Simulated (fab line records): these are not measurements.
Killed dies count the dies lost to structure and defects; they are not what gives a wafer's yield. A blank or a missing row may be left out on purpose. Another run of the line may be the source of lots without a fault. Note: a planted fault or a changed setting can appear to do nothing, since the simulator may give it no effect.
fab line records || flow sky130
record {"lots": 6, "wafers": 18, "last_day": 50}
route steps=708 shown NWELL@63 PAD_OPEN@708
lots untouched by any fault: they come from a run of this same line in which no faults occurred
start_h: hours from the record's first day to the start of the lot's first wafer shown || wait_h: hours elapsed since this lot's preceding step || " as in the row above || L1.1+2: a single row standing in for several wafers || - either no value or no given start || * or withheld: withheld || < > ~ a bound
route shown NAME@n: a module of which the file shows steps, and the number in the route of the first || usual: mean/standard deviation of fault-free wafers || same: alike in all rows || chamber/n: place in a boat || sites: per-site readings || _std_site: standard deviation of those values || _edge_site: the outer-site mean with the inner-site mean subtracted || radius_mm: for every site, how far away it sits from the centre of the wafer || mask NAME#n: copy n || behind: the last tool/chamber to shape the wafer || hold: why the lot was held/for how many hours/how that ended || device: transistor that didn't switch, given as n, p or np || end of line: the tests these same wafers got at the end of their route || for a step that has no rows: nothing shown but its recipe || killed: the dies lost at the first sort to structure and to defects; this is not the yield of the wafer || map: shows each die of a wafer: x if killed, . if not, _ if none is there
set.NAME: the setting as run; set.NAME@STEP: as run at that earlier step || model.NAME: the simulator's own value behind a step, which no gauge read
lots at some steps of the route; a table a step, a row a wafer
services: a tool's chamber out of use, with start hour (start_h, from the record's first day; less than 0 if before it), hours out, and reason
## steps
# step SKY_NWELL_OVL_MEAS_10
# usual {"NWELL_00_OVL": "-1.0/1.5"}
{"lot.wafer": "L196.1", "tool": "overlay-01", "chamber": "-", "start_h": 121.28, "wait_h": "-", "NWELL_00_OVL[nm]": -0.2}
{"lot.wafer": "L196.3", "tool": "overlay-01", "chamber": "-", "start_h": 121.28, "wait_h": "-", "NWELL_00_OVL[nm]": 0.0}
{"lot.wafer": "L196.4", "tool": "overlay-01", "chamber": "-", "start_h": 121.28, "wait_h": "-", "NWELL_00_OVL[nm]": 1.9}
{"lot.wafer": "L197.2", "tool": "overlay-02", "chamber": "-", "start_h": 124.53, "wait_h": "-", "NWELL_00_OVL[nm]": -3.5}
{"lot.wafer": "L197.5", "tool": "overlay-02", "chamber": "-", "start_h": 124.53, "wait_h": "-", "NWELL_00_OVL[nm]": -2.5}
{"lot.wafer": "L197.6", "tool": "overlay-02", "chamber": "-", "start_h": 124.53, "wait_h": "-", "NWELL_00_OVL[nm]": -4.7}
{"lot.wafer": "L204.1", "tool": "overlay-01", "chamber": "-", "start_h": 161.81, "wait_h": "-", "NWELL_00_OVL[nm]": -2.3}
{"lot.wafer": "L204.2", "tool": "overlay-01", "chamber": "-", "start_h": 161.81, "wait_h": "-", "NWELL_00_OVL[nm]": -0.1}
{"lot.wafer": "L204.5", "tool": "overlay-01", "chamber": "-", "start_h": 161.81, "wait_h": "-", "NWELL_00_OVL[nm]": -0.3}
{"lot.wafer": "L205.1", "tool": "overlay-02", "chamber": "-", "start_h": 169.16, "wait_h": "-", "NWELL_00_OVL[nm]": 1.2}
{"lot.wafer": "L205.3", "tool": "overlay-02", "chamber": "-", "start_h": 169.16, "wait_h": "-", "NWELL_00_OVL[nm]": -1.6}
{"lot.wafer": "L205.4", "tool": "overlay-02", "chamber": "-", "start_h": 169.16, "wait_h": "-", "NWELL_00_OVL[nm]": 0.3}
{"lot.wafer": "L209.3", "tool": "overlay-01", "chamber": "-", "start_h": 190.14, "wait_h": "-", "NWELL_00_OVL[nm]": -1.0}
{"lot.wafer": "L209.4", "tool": "overlay-01", "chamber": "-", "start_h": 190.14, "wait_h": "-", "NWELL_00_OVL[nm]": 0.0}
{"lot.wafer": "L209.6", "tool": "overlay-01", "chamber": "-", "start_h": 190.14, "wait_h": "-", "NWELL_00_OVL[nm]": -1.3}
{"lot.wafer": "L212.1", "tool": "overlay-02", "chamber": "-", "start_h": 214.81, "wait_h": "-", "NWELL_00_OVL[nm]": 0.2}
{"lot.wafer": "L212.3", "tool": "overlay-02", "chamber": "-", "start_h": 214.81, "wait_h": "-", "NWELL_00_OVL[nm]": 2.2}
{"lot.wafer": "L212.5", "tool": "overlay-02", "chamber": "-", "start_h": 214.81, "wait_h": "-", "NWELL_00_OVL[nm]": 0.0}
# step SKY_NWELL_IMPLANT_11
# recipe {"species": "P", "energy_kev": 400, "dose_cm2": 1.9e+13, "tilt_deg": "withheld"}
# step SKY_NWELL_IMPLANT_12
# recipe {"species": "P", "energy_kev": 120, "dose_cm2": 1.3e+12, "tilt_deg": "withheld"}
# step SKY_NWELL_IMPLANT_13
# recipe {"species": "P", "energy_kev": 50, "dose_cm2": 7e+11, "tilt_deg": "withheld"}
# step SKY_NWELL_STRIP_14
# recipe {"chemistry": "O2/N2", "power_w": 1400, "pressure_mtorr": 1500, "platen_temp_c": "withheld", "o2_flow_sccm": 3000, "n2_flow_sccm": 300, "overash_fraction": 0.5}
# usual {"drypump_motor_current_A": "5.7/0.31", "oes_product_au": "0.722/0.0043", "strip_time_to_endpoint_s": "36.55/0.09"}
{"lot.wafer": "L196.1", "tool": "plasma_asher-03", "chamber": 0, "start_h": 121.76, "wait_h": 0.1, "drypump_motor_current_A": 5.3, "oes_product_au": 0.718, "rf_hours_counter_h": 0, "strip_time_to_endpoint_s": 36.52}
{"lot.wafer": "L196.3", "tool": "plasma_asher-03", "chamber": 0, "start_h": 121.76, "wait_h": 0.1, "drypump_motor_current_A": 5.3, "oes_product_au": 0.719, "rf_hours_counter_h": "-", "strip_time_to_endpoint_s": 36.46}
{"lot.wafer": "L196.4", "tool": "plasma_asher-03", "chamber": 1, "start_h": 121.76, "wait_h": 0.1, "drypump_motor_current_A": 5.4, "oes_product_au": 0.729, "rf_hours_counter_h": "-", "strip_time_to_endpoint_s": 36.46}
{"lot.wafer": "L197.2", "tool": "plasma_asher-02", "chamber": 0, "start_h": 125.01, "wait_h": 0.1, "drypump_motor_current_A": 5.8, "oes_product_au": 0.718, "rf_hours_counter_h": 42, "strip_time_to_endpoint_s": 36.43}
{"lot.wafer": "L197.5", "tool": "plasma_asher-02", "chamber": 1, "start_h": 125.01, "wait_h": 0.1, "drypump_motor_current_A": 6.1, "oes_product_au": 0.726, "rf_hours_counter_h": "-", "strip_time_to_endpoint_s": 36.49}
{"lot.wafer": "L197.6", "tool": "plasma_asher-02", "chamber": 0, "start_h": 125.01, "wait_h": 0.1, "drypump_motor_current_A": 5.8, "oes_product_au": 0.723, "rf_hours_counter_h": "-", "strip_time_to_endpoint_s": 36.64}
{"lot.wafer": "L204.1", "tool": "plasma_asher-03", "chamber": 0, "start_h": 162.30, "wait_h": 0.1, "drypump_motor_current_A": 5.3, "oes_product_au": 0.724, "rf_hours_counter_h": 4, "strip_time_to_endpoint_s": 36.53}
{"lot.wafer": "L204.2", "tool": "plasma_asher-03", "chamber": 1, "start_h": 162.30, "wait_h": 0.1, "drypump_motor_current_A": 5.4, "oes_product_au": 0.729, "rf_hours_counter_h": 4, "strip_time_to_endpoint_s": 36.68}
{"lot.wafer": "L204.5", "tool": "plasma_asher-03", "chamber": 1, "start_h": 162.30, "wait_h": 0.1, "drypump_motor_current_A": 5.4, "oes_product_au": 0.715, "rf_hours_counter_h": "-", "strip_time_to_endpoint_s": 36.65}
{"lot.wafer": "L205.1", "tool": "plasma_asher-01", "chamber": 0, "start_h": 169.65, "wait_h": 0.1, "drypump_motor_current_A": 6.1, "oes_product_au": 0.718, "rf_hours_counter_h": 37, "strip_time_to_endpoint_s": 36.58}
{"lot.wafer": "L205.3", "tool": "plasma_asher-01", "chamber": 0, "start_h": 169.65, "wait_h": 0.1, "drypump_motor_current_A": 6.1, "oes_product_au": 0.726, "rf_hours_counter_h": "-", "strip_time_to_endpoint_s": 36.49}
{"lot.wafer": "L205.4", "tool": "plasma_asher-01", "chamber": 1, "start_h": 169.65, "wait_h": 0.1, "drypump_motor_current_A": 5.6, "oes_product_au": 0.724, "rf_hours_counter_h": "-", "strip_time_to_endpoint_s": 36.46}
{"lot.wafer": "L209.3", "tool": "plasma_asher-02", "chamber": 0, "start_h": 190.65, "wait_h": 0.1, "drypump_motor_current_A": 5.7, "oes_product_au": 0.718, "rf_hours_counter_h": "-", "strip_time_to_endpoint_s": 36.53}
{"lot.wafer": "L209.4", "tool": "plasma_asher-02", "chamber": 1, "start_h": 190.65, "wait_h": 0.1, "drypump_motor_current_A": 6.1, "oes_product_au": 0.726, "rf_hours_counter_h": "-", "strip_time_to_endpoint_s": 36.59}
{"lot.wafer": "L209.6", "tool": "plasma_asher-02", "chamber": 0, "start_h": 190.65, "wait_h": 0.1, "drypump_motor_current_A": 5.8, "oes_product_au": 0.727, "rf_hours_counter_h": "-", "strip_time_to_endpoint_s": 36.48}
{"lot.wafer": "L212.1", "tool": "plasma_asher-01", "chamber": 0, "start_h": 215.29, "wait_h": 0.1, "drypump_motor_current_A": 6.1, "oes_product_au": 0.722, "rf_hours_counter_h": 42, "strip_time_to_endpoint_s": 36.70}
{"lot.wafer": "L212.3", "tool": "plasma_asher-01", "chamber": 0, "start_h": 215.29, "wait_h": 0.1, "drypump_motor_current_A": 6.1, "oes_product_au": 0.728, "rf_hours_counter_h": "-", "strip_time_to_endpoint_s": 36.66}
{"lot.wafer": "L212.5", "tool": "plasma_asher-01", "chamber": 0, "start_h": 215.29, "wait_h": 0.1, "drypump_motor_current_A": 6.1, "oes_product_au": 0.713, "rf_hours_counter_h": "-", "strip_time_to_endpoint_s": 36.64}
# step SKY_NWELL_TW_MEAS_15
# usual {"NWELL_TW": "1818/20"}
{"lot.wafer": "L196.1", "tool": "film_metro-04", "chamber": "-", "start_h": 121.86, "wait_h": 0.1, "NWELL_TW": 1822}
{"lot.wafer": "L196.3", "tool": "film_metro-04", "chamber": "-", "start_h": 121.86, "wait_h": 0.1, "NWELL_TW": 1817}
{"lot.wafer": "L196.4", "tool": "film_metro-04", "chamber": "-", "start_h": 121.86, "wait_h": 0.1, "NWELL_TW": 1829}
{"lot.wafer": "L197.2", "tool": "film_metro-03", "chamber": "-", "start_h": 125.12, "wait_h": 0.1, "NWELL_TW": 1836}
{"lot.wafer": "L197.5", "tool": "film_metro-03", "chamber": "-", "start_h": 125.12, "wait_h": 0.1, "NWELL_TW": 1831}
{"lot.wafer": "L197.6", "tool": "film_metro-03", "chamber": "-", "start_h": 125.12, "wait_h": 0.1, "NWELL_TW": 1840}
{"lot.wafer": "L204.1", "tool": "film_metro-02", "chamber": "-", "start_h": 162.40, "wait_h": 0.1, "NWELL_TW": 1808}
{"lot.wafer": "L204.2", "tool": "film_metro-02", "chamber": "-", "start_h": 162.40, "wait_h": 0.1, "NWELL_TW": 1802}
{"lot.wafer": "L204.5", "tool": "film_metro-02", "chamber": "-", "start_h": 162.40, "wait_h": 0.1, "NWELL_TW": 1795}
{"lot.wafer": "L205.1", "tool": "film_metro-02", "chamber": "-", "start_h": 169.75, "wait_h": 0.1, "NWELL_TW": 1794}
{"lot.wafer": "L205.3", "tool": "film_metro-02", "chamber": "-", "start_h": 169.75, "wait_h": 0.1, "NWELL_TW": 1798}
{"lot.wafer": "L205.4", "tool": "film_metro-02", "chamber": "-", "start_h": 169.75, "wait_h": 0.1, "NWELL_TW": 1803}
{"lot.wafer": "L209.3", "tool": "film_metro-03", "chamber": "-", "start_h": 190.73, "wait_h": 0.1, "NWELL_TW": 1820}
{"lot.wafer": "L209.4", "tool": "film_metro-03", "chamber": "-", "start_h": 190.73, "wait_h": 0.1, "NWELL_TW": 1822}
{"lot.wafer": "L209.6", "tool": "film_metro-03", "chamber": "-", "start_h": 190.73, "wait_h": 0.1, "NWELL_TW": 1830}
{"lot.wafer": "L212.1", "tool": "film_metro-02", "chamber": "-", "start_h": 215.39, "wait_h": 0.1, "NWELL_TW": 1782}
{"lot.wafer": "L212.3", "tool": "film_metro-02", "chamber": "-", "start_h": 215.39, "wait_h": 0.1, "NWELL_TW": 1782}
{"lot.wafer": "L212.5", "tool": "film_metro-02", "chamber": "-", "start_h": 215.39, "wait_h": 0.1, "NWELL_TW": 1785}
# step SKY_NWELL_DEHYDRATE_16
# recipe {"temp_c": 200, "time_s": 60}
# step SKY_NWELL_HMDS_17
# recipe {"prime_time_s": 60, "prime_temp_c": 120}
# step SKY_NWELL_COAT_18
# recipe {"spin_rpm": 2000, "resist_thk_nm": 3000}
# step SKY_NWELL_SOFTBAKE_19
# recipe {"temp_c": 110, "time_s": "withheld"}
# step SKY_NWELL_EXPOSE_20
# recipe {"mask_id": "NWM_COMPLEMENT", "na": 0.6, "source_shape": "conventional", "sigma_outer": 0.6, "polarization": "unpolarized", "target_cd_nm": 840, "dose_mj": 260}
# step SKY_NWELL_PEB_21
# recipe {"temp_c": 115, "time_s": "withheld"}
# step SKY_NWELL_DEVELOP_22
# recipe {"wall_angle_deg": 90, "developer": "TMAH", "develop_time_s": 60, "dev_temp_c": 23}
# usual {"developer_temp_C": "23.01/0.11"}
{"lot.wafer": "L196.1", "tool": "litho_track-01", "chamber": 0, "start_h": 140, "wait_h": "-", "developer_temp_C": 22.83}
{"lot.wafer": "L196.3", "tool": "litho_track-01", "chamber": 0, "start_h": 140, "wait_h": "-", "developer_temp_C": 22.83}
{"lot.wafer": "L196.4", "tool": "litho_track-01", "chamber": 0, "start_h": 140, "wait_h": "-", "developer_temp_C": 22.95}
{"lot.wafer": "L197.2", "tool": "litho_track-03", "chamber": 0, "start_h": 143, "wait_h": "-", "developer_temp_C": 23.00}
{"lot.wafer": "L197.5", "tool": "litho_track-03", "chamber": 0, "start_h": 143, "wait_h": "-", "developer_temp_C": 23.03}
{"lot.wafer": "L197.6", "tool": "litho_track-03", "chamber": 0, "start_h": 143, "wait_h": "-", "developer_temp_C": 23.14}
{"lot.wafer": "L204.1", "tool": "litho_track-01", "chamber": 0, "start_h": 183, "wait_h": "-", "developer_temp_C": 25.11}
{"lot.wafer": "L204.2", "tool": "litho_track-01", "chamber": 0, "start_h": 183, "wait_h": "-", "developer_temp_C": 25.27}
{"lot.wafer": "L204.5", "tool": "litho_track-01", "chamber": 0, "start_h": 183, "wait_h": "-", "developer_temp_C": 25.27}
{"lot.wafer": "L205.1", "tool": "litho_track-01", "chamber": 0, "start_h": 190, "wait_h": "-", "developer_temp_C": 25.43}
{"lot.wafer": "L205.3", "tool": "litho_track-01", "chamber": 0, "start_h": 190, "wait_h": "-", "developer_temp_C": 25.24}
{"lot.wafer": "L205.4", "tool": "litho_track-01", "chamber": 0, "start_h": 190, "wait_h": "-", "developer_temp_C": 25.25}
{"lot.wafer": "L209.3", "tool": "litho_track-02", "chamber": 0, "start_h": 211, "wait_h": "-", "developer_temp_C": 23.17}
{"lot.wafer": "L209.4", "tool": "litho_track-02", "chamber": 0, "start_h": 211, "wait_h": "-", "developer_temp_C": 23.15}
{"lot.wafer": "L209.6", "tool": "litho_track-02", "chamber": 0, "start_h": 211, "wait_h": "-", "developer_temp_C": 23.13}
{"lot.wafer": "L212.1", "tool": "litho_track-03", "chamber": 0, "start_h": 237, "wait_h": "-", "developer_temp_C": 23.18}
{"lot.wafer": "L212.3", "tool": "litho_track-03", "chamber": 0, "start_h": 237, "wait_h": "-", "developer_temp_C": 23.17}
{"lot.wafer": "L212.5", "tool": "litho_track-03", "chamber": 0, "start_h": 237, "wait_h": "-", "developer_temp_C": 22.96}
# step SKY_NWELL_OVL_MEAS_23
# usual {"NWELL_01_OVL": "-0.7/1.6"}
{"lot.wafer": "L196.1", "tool": "overlay-02", "chamber": "-", "start_h": 140.31, "wait_h": "-", "NWELL_01_OVL[nm]": 0.5}
{"lot.wafer": "L196.3", "tool": "overlay-02", "chamber": "-", "start_h": 140.31, "wait_h": "-", "NWELL_01_OVL[nm]": -1.4}
{"lot.wafer": "L196.4", "tool": "overlay-02", "chamber": "-", "start_h": 140.31, "wait_h": "-", "NWELL_01_OVL[nm]": -0.7}
{"lot.wafer": "L197.2", "tool": "overlay-01", "chamber": "-", "start_h": 143.43, "wait_h": "-", "NWELL_01_OVL[nm]": 0.3}
{"lot.wafer": "L197.5", "tool": "overlay-01", "chamber": "-", "start_h": 143.43, "wait_h": "-", "NWELL_01_OVL[nm]": -3.2}
{"lot.wafer": "L197.6", "tool": "overlay-01", "chamber": "-", "start_h": 143.43, "wait_h": "-", "NWELL_01_OVL[nm]": -0.5}
{"lot.wafer": "L204.1", "tool": "overlay-02", "chamber": "-", "start_h": 183.21, "wait_h": "-", "NWELL_01_OVL[nm]": -0.3}
{"lot.wafer": "L204.2", "tool": "overlay-02", "chamber": "-", "start_h": 183.21, "wait_h": "-", "NWELL_01_OVL[nm]": -1.7}
{"lot.wafer": "L204.5", "tool": "overlay-02", "chamber": "-", "start_h": 183.21, "wait_h": "-", "NWELL_01_OVL[nm]": -2.4}
{"lot.wafer": "L205.1", "tool": "overlay-01", "chamber": "-", "start_h": 190.46, "wait_h": "-", "NWELL_01_OVL[nm]": -1.0}
{"lot.wafer": "L205.3", "tool": "overlay-01", "chamber": "-", "start_h": 190.46, "wait_h": "-", "NWELL_01_OVL[nm]": 2.0}
{"lot.wafer": "L205.4", "tool": "overlay-01", "chamber": "-", "start_h": 190.46, "wait_h": "-", "NWELL_01_OVL[nm]": 0.8}
{"lot.wafer": "L209.3", "tool": "overlay-02", "chamber": "-", "start_h": 211.72, "wait_h": "-", "NWELL_01_OVL[nm]": -0.3}
{"lot.wafer": "L209.4", "tool": "overlay-02", "chamber": "-", "start_h": 211.72, "wait_h": "-", "NWELL_01_OVL[nm]": -1.6}
{"lot.wafer": "L209.6", "tool": "overlay-02", "chamber": "-", "start_h": 211.72, "wait_h": "-", "NWELL_01_OVL[nm]": -1.8}
{"lot.wafer": "L212.1", "tool": "overlay-01", "chamber": "-", "start_h": 237.98, "wait_h": "-", "NWELL_01_OVL[nm]": 0.5}
{"lot.wafer": "L212.3", "tool": "overlay-01", "chamber": "-", "start_h": 237.98, "wait_h": "-", "NWELL_01_OVL[nm]": -0.9}
{"lot.wafer": "L212.5", "tool": "overlay-01", "chamber": "-", "start_h": 237.98, "wait_h": "-", "NWELL_01_OVL[nm]": 0.4}
# step SKY_PAD_OPEN_PROBE_99
# usual {"killed_at_M0_to_M3": "43/7.1", "killed_at_M4_up": "3.0/1.6", "killed_at_contacts": "24/5.3", "killed_at_front_end": "16/4.1", "killed_at_other": "0.5/0.82", "killed_dies": "86/9.4", "killed_open": "46/6.9", "killed_short": "39/6.5"}
# same {"gross_dies": 492, "killed_at_back_side": 0}
{"lot.wafer": "L196.1", "tool": "prober-01", "chamber": "-", "start_h": 1114.76, "wait_h": 0.1, "killed_at_M0_to_M3": 36, "killed_at_M4_up": 3, "killed_at_contacts": 17, "killed_at_front_end": 20, "killed_at_other": 1, "killed_dies": 77, "killed_open": 38, "killed_short": 38}
{"lot.wafer": "L196.3", "tool": "prober-01", "chamber": "-", "start_h": 1114.86, "wait_h": 0.2, "killed_at_M0_to_M3": 42, "killed_at_M4_up": 4, "killed_at_contacts": 15, "killed_at_front_end": 10, "killed_at_other": 1, "killed_dies": 72, "killed_open": 34, "killed_short": 36}
{"lot.wafer": "L196.4", "tool": "prober-01", "chamber": "-", "start_h": 1114.91, "wait_h": 0.2, "killed_at_M0_to_M3": 53, "killed_at_M4_up": 4, "killed_at_contacts": 21, "killed_at_front_end": 10, "killed_at_other": 1, "killed_dies": 89, "killed_open": 50, "killed_short": 38}
{"lot.wafer": "L209.3", "tool": "prober-02", "chamber": "-", "start_h": 1178.27, "wait_h": 0.2, "killed_at_M0_to_M3": 50, "killed_at_M4_up": 0, "killed_at_contacts": 18, "killed_at_front_end": 12, "killed_at_other": 0, "killed_dies": 80, "killed_open": 48, "killed_short": 32}
{"lot.wafer": "L209.4", "tool": "prober-02", "chamber": "-", "start_h": 1178.32, "wait_h": 0.2, "killed_at_M0_to_M3": 49, "killed_at_M4_up": 2, "killed_at_contacts": 23, "killed_at_front_end": 10, "killed_at_other": 0, "killed_dies": 84, "killed_open": 46, "killed_short": 38}
{"lot.wafer": "L209.6", "tool": "prober-02", "chamber": "-", "start_h": 1178.42, "wait_h": 0.2, "killed_at_M0_to_M3": 45, "killed_at_M4_up": 2, "killed_at_contacts": 23, "killed_at_front_end": 11, "killed_at_other": 1, "killed_dies": 82, "killed_open": 47, "killed_short": 35}
# killed by level:class
L196.1 CONTACT:geometric_particle:open=11 VIA1:geometric_particle:open=7 POLY_GATE:geometric_particle:short=5 METAL1:geometric_particle:short=5 VIA3:geometric_particle:open=5 POLY_GATE:geometric_particle:open=4 FIELD_ISO:geometric_particle:short=3 METAL1:geometric_particle:open=3
L196.3 VIA1:geometric_particle:open=12 VIA3:geometric_particle:short=6 VIA3:geometric_particle:open=6 LI_CONTACT:geometric_particle:open=5 METAL2:geometric_particle:short=4 METAL4:geometric_particle:short=4 FIELD_ISO:geometric_particle:open=3 CONTACT:geometric_particle:short=3
L196.4 CONTACT:geometric_particle:open=11 VIA1:geometric_particle:open=10 VIA3:geometric_particle:open=9 METAL2:geometric_particle:short=9 VIA3:geometric_particle:short=8 LI_CONTACT:geometric_particle:open=7 METAL1:geometric_particle:short=5 VIA1:geometric_particle:short=5
L209.3 VIA1:geometric_particle:open=17 VIA3:geometric_particle:open=9 CONTACT:geometric_particle:open=7 METAL2:geometric_particle:short=6 VIA2:geometric_particle:open=6 METAL1:geometric_particle:short=5 LI_CONTACT:geometric_particle:open=4 LOCAL_INTERCONNECT:geometric_particle:short=4
L209.4 VIA1:geometric_particle:open=11 CONTACT:geometric_particle:open=9 VIA2:geometric_particle:open=8 METAL1:geometric_particle:short=6 METAL2:geometric_particle:short=6 CONTACT:geometric_particle:short=4 METAL3:geometric_particle:short=4 VIA3:geometric_particle:open=4
L209.6 VIA1:geometric_particle:open=11 CONTACT:geometric_particle:open=10 VIA2:geometric_particle:short=6 POLY_GATE:geometric_particle:short=5 LI_CONTACT:geometric_particle:open=5 CONTACT:geometric_particle:short=5 VIA2:geometric_particle:open=5 VIA1:geometric_particle:short=4
## services
{"tool": "plasma_asher-02", "chamber": "-", "start_h": 107.95, "hours": 14.6, "kind": "pm"}
{"tool": "plasma_asher-03", "chamber": "-", "start_h": 108.80, "hours": 9.0, "kind": "pm"}
{"tool": "plasma_asher-03", "chamber": 0, "start_h": 108.80, "hours": 9.0, "kind": "vent_cycle"}
{"tool": "plasma_asher-03", "chamber": 1, "start_h": 108.80, "hours": 9.0, "kind": "vent_cycle"}
{"tool": "plasma_asher-03", "chamber": 0, "start_h": 117.80, "hours": "-", "kind": "clean"}
{"tool": "plasma_asher-03", "chamber": 1, "start_h": 117.80, "hours": "-", "kind": "clean"}
{"tool": "plasma_asher-02", "chamber": "-", "start_h": 205.82, "hours": 0.7, "kind": "repair"}
{"tool": "plasma_asher-03", "chamber": "-", "start_h": 217.35, "hours": 1.6, "kind": "repair"}
## key
first_sign {"step": "SKY_NWELL_DEVELOP_22", "reading": "developer_temp_C", "direction": "up", "sigmas": 20, "usual": "*", "struck": "*"}
effect none on later readings
met_at SKY_NWELL_DEVELOP_22
struck_wafers L204.1,L204.2,L204.5,L205.1,L205.3,L205.4
tester_left_out L204,L205
onset_between 140 183
fault {"kind": "process_parameter_drift", "tool": "litho_track-01", "chamber": "-", "onset_h": 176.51, "steps": "SKY_NWELL_DEVELOP_22", "channel": "dev_temp_c", "offset": "*", "shape": "step", "end_h": 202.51, "acts_in": "*", "stated": "*"}
# tester_left_out: of these lots the tester's yield and bins aren't shown, on N5 and GAA mostly nor the transistor test; their killed dies are dies lost to structure and defects alone, not to doping, threshold or leakage, so they don't give the yield
